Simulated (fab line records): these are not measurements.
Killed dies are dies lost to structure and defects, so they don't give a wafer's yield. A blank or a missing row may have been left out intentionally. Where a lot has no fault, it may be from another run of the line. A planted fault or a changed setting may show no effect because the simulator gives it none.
Matching of chambers || flow sky130 || SKY_CONTACT_CMP_27 on cmp-01 has 4 sister chambers
The step polishes, stops on SiO2, t overpolish 15 s, target thk 0 nm. 4 wafers are shown with their chamber, then 9 later ones without.

WAFERS WITH THEIR CHAMBER
{"wafer": "L834.6", "chamber": 3, "motor-current-A (A)": 11.3}
{"wafer": "L835.1", "chamber": 0, "motor-current-A (A)": 9.7}
{"wafer": "L835.4", "chamber": 1, "motor-current-A (A)": 12.8}
{"wafer": "L835.6", "chamber": 2, "motor-current-A (A)": 8.8}

WAFERS WITHOUT THEIR CHAMBER
{"wafer": "L845.1", "motor-current-A (A)": 8.6}
{"wafer": "L845.3", "motor-current-A (A)": 9.3}
{"wafer": "L845.5", "motor-current-A (A)": 9.7}
{"wafer": "L847.2", "motor-current-A (A)": 10.4}
{"wafer": "L847.4", "motor-current-A (A)": 9.0}
{"wafer": "L847.6", "motor-current-A (A)": 8.9}
{"wafer": "L848.1", "motor-current-A (A)": 10.6}
{"wafer": "L848.3", "motor-current-A (A)": 9.4}
{"wafer": "L848.6", "motor-current-A (A)": 10.7}

WHICH CHAMBER EACH ONE RAN IN
{"wafer": "L845.1", "from the rows above": 2, "in truth": 2}
{"wafer": "L845.3", "from the rows above": "can't be placed: 0 or 2", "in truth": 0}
{"wafer": "L845.5", "from the rows above": 0, "in truth": 0}
{"wafer": "L847.2", "from the rows above": "can't be placed: 0 or 3", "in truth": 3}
{"wafer": "L847.4", "from the rows above": "can't be placed: 2 or 0", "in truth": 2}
{"wafer": "L847.6", "from the rows above": "can't be placed: 2 or 0", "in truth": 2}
{"wafer": "L848.1", "from the rows above": "can't be placed: 3 or 0", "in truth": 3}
{"wafer": "L848.3", "from the rows above": "can't be placed: 0 or 2", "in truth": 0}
{"wafer": "L848.6", "from the rows above": "can't be placed: 3 or 0", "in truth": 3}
2 of 9 placed correctly. From these rows, 7 cannot be placed; in 7 the true chamber is one of the candidates. Number placed wrongly: 0.
How it was worked out, from the rows above alone: a wafer's distance from a chamber is the root of the sum, over the readings, of the square of ((its reading less the chamber's mean) divided by the reading's scatter). The wafer belongs to the nearest chamber; if the next one is less than 2 further off, it can't be placed. A chamber's mean is the mean of its shown wafers. The scatter (one wafer shown for each chamber): square how far every hidden wafer sits from the nearest shown wafer, average those squares and take the square root.
